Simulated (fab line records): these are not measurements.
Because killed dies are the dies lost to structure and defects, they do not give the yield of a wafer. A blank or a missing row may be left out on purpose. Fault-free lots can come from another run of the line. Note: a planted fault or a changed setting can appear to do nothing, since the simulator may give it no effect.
8D (eight disciplines) problem report, filled in by code	flow gf180mcu	the parts of the form that need people (team, actions taken, sign-off) are left out

1. PROBLEM STATEMENT
Mean LVPWELL_TW at GF_LVPWELL_TW_MEAS_11: 546.9 over 2 wafers in 2 lots; fault-free wafers: 561.9, standard deviation 2.7. Measured from the usual mean, that is -5.6 standard deviations.
First observed at day 8 16:30: wafer L550.2, on film_metro-01. The record has a number at this step for 32 wafers belonging to 11 lots. Rule for "out" (also "out of limits"): further than 4 standard deviations from the usual mean. Any other wafer with a number is counted as sound.

2. WHAT IT IS; WHAT IT IS NOT
question	is	is not
which readings at this step	LVPWELL_TW	-
which lots	L550, L551	L530, L531, L532, L538, L540, L541, L542, L543, L553
which wafers of those lots	L550.2, L551.3	L550.6, L551.1, L551.5
read on which gauges	film_metro-01, film_metro-02	film_metro-04
when	from day 8 16:30	up to then (25 sound wafers); but 5 sound wafers of L551, L553 came after

3. WHAT RULES OUT EACH SUSPECT
Counting: any tool at a process step up to the reading remains a suspect provided it ran every lot that is out. Sound lots after the first of them don't rule it out here, since some wafers of a struck lot are sound.
- ruled out: the gauge at GF_LVPWELL_TW_MEAS_11. 2 gauges (film_metro-01, film_metro-02) read the wafers that are out.
- implanter-02 at GF_LVPWELL_IMPLANT_08: kept. Ran every lot that is out, first one L550 (day 8 16:07); last sound lot up to then L543 (day 7 00:05).
Left after counting: implanter-02 at GF_LVPWELL_IMPLANT_08.

4. THE CAUSE (what the simulator had put in)
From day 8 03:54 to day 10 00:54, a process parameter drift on implanter-02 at GF_LVPWELL_IMPLANT_08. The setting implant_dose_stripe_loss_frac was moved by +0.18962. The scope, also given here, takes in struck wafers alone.
Only this tool survived the counting.

5. THE EFFECT CHAIN, in route order
Rows list readings where the struck wafers' mean (over those with a number) sits beyond 3 standard deviations from the usual. Only readings for which the record gives a usual standard deviation are gone through. hours: the time from each lot's start at the first step in this table that gives one to its start at this step, as a median over the lots. sigmas: the change in usual standard deviations.
hours	step	reading	usual	on struck wafers	change	sigmas
0	GF_LVPWELL_TW_MEAS_11	LVPWELL_TW	561.9	546.9	-15.0	-5.6
111	GF_VT_IMPLANT_RS_MEAS_48	LVPWELL_RS	1198.2 ohm/sq	1265.8	+67.6	+27

6. WHAT WOULD HAVE CAUGHT IT SOONER
The first out-of-limits reading at a measuring or inspecting step in this record came at day 8 16:30, 13 hours after the fault's start at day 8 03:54.
An alarm limit of 4 standard deviations would not have fired on the tool readings at GF_LVPWELL_IMPLANT_08 for which the record gives a usual standard deviation, since none of them was out on any struck wafer.
Lots out: 2; of these, L551 started GF_LVPWELL_IMPLANT_08 on implanter-02 after day 8 16:30. Holding the tool at that time would have saved it.
